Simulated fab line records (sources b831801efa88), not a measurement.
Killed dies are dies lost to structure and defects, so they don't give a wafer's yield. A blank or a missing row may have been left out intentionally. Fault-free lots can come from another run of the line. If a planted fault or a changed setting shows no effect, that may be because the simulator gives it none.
Comparing a struck lot with a sound one :: flow gf180mcu :: 15 out of 602 route steps
Sound: wafers L727.1, L727.2, L727.6. Struck: wafer L738.5. Last of all comes the cause.
At each step with rows: each side's tool, then ch and its chambers, then its first start. Under that, the readings that differ: sound wafers :: struck wafers :: difference of the means :: sigmas: that difference in standard deviations of wafers without a fault.
alike: readings whose means differ by less than 2 such deviations, and words and numbers that are the same on both sides. not compared: withheld readings, readings that some wafer has no value for, bounds like >300 that may hide the same value, and numbers for which the record gives no deviation and whose values overlap.
A row with sigmas, a row that says differs or no value, or rows on one side alone: a step with any of these is where the two part. Numbers that have no deviation but don't overlap get no sigmas and don't part them. A reading that every wafer of one side lacks parts them only if that side has two wafers or more.

GF_STI_THK_MEAS_02:
  struck on film_metro-01, day 3 19:24; sound on film_metro-02, day 1 12:30
  alike: STI_OXIDATION_THK
then, 1 step without rows for these wafers: GF_STI_CVD_03 (deposits Si3N4 from DCS/NH3, target thk 207.16 nm, time 3551 s).
GF_STI_THK_MEAS_04:
  struck on film_metro-01, day 3 21:27; sound on film_metro-01, day 1 14:32
  alike: STI_CVD_03_THK
then, 7 steps without rows for these wafers: GF_STI_DEHYDRATE_05 (time 60 s); GF_STI_HMDS_06 (prime time 60 s); GF_STI_COAT_07 (resist thk 700 nm); GF_STI_SOFTBAKE_08 (time 60 s); GF_STI_EXPOSE_09 (exposes mask COMP, target cd 220 nm); GF_STI_PEB_10 (peb time 90 s); GF_STI_DEVELOP_11 (develop time 60 s).
GF_STI_CD_MEAS_12 targets a cd of 220 nm.
  struck on cd_sem-01, day 4 10:48; sound on cd_sem-01, day 2 01:52
  alike: cd_nm
GF_STI_ETCH_13: etches the open film in CHF3/O2, stops on Si, target depth 282.31 nm, time 112.9 s.
  sound on rie_diel-02 ch 0,1,3, day 2 01:59; struck on rie_diel-02 ch 0, day 4 10:53
  alike: chf3_flow_sccm, drypump_motor_current_A, oes_product_au, run_length_s, throttle_valve_pct
  not compared: rf_hours_counter_h
GF_STI_ETCH_14: etches Si in HBr/Cl2/O2, target depth 360 nm, time 102.9 s.
  sound on rie_si-01 ch 0,1,2, day 2 02:04; struck on rie_si-02 ch 3, day 4 10:57
reading: drypump_motor_current_A (A)
sound: 5.9 5.7 6.2
struck: 6.8
difference: +0.9
sigmas: +2

reading: run_length_s (s)
sound: 131.4 130.5 131.1
struck: 102.3
difference: -28.7
sigmas: -65

reading: model.etch.depth_nm (nm)
sound: 362.3 366.7 353.8
struck: 259.3
difference: -101.6
sigmas: 

reading: model.STI.feature_depth_nm (nm)
sound: 362.3 366.7 353.8
struck: 259.3
difference: -101.6
sigmas: 

reading: model.KrF_of_STI_COAT_07.thk_nm (nm)
sound: 317.9 313.1 326.4
struck: 348.7
difference: +29.6
sigmas: 
  alike: mfc_cl2_sccm, oes_product_au, throttle_valve_pct
  not compared: rf_hours_counter_h
GF_STI_STRIP_15: strips in O2/N2.
  sound on plasma_asher-01 ch 0,1, day 2 02:09; struck on plasma_asher-03 ch 0, day 4 11:04
reading: oes_product_au (a.u.)
sound: 0.383 0.382 0.389
struck: 0.398
difference: +0.013
sigmas: +3

reading: strip_time_to_endpoint_s (s)
sound: 3.72 3.66 3.82
struck: 4.02
difference: +0.29
sigmas: +6
  alike: drypump_motor_current_A, heater_power_w, platen_temp_c
  not compared: rf_hours_counter_h
then, 1 step without rows for these wafers: GF_STI_CLEAN_16 (cleans in dHF, time 25 s).

## WHERE THEY PART
Earliest at GF_STI_ETCH_14; latest, in this record, at GF_STI_STRIP_15.

WHY: the cause the simulator had injected
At GF_STI_ETCH_14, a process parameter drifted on rie_si-02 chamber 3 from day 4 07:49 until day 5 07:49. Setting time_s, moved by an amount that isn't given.
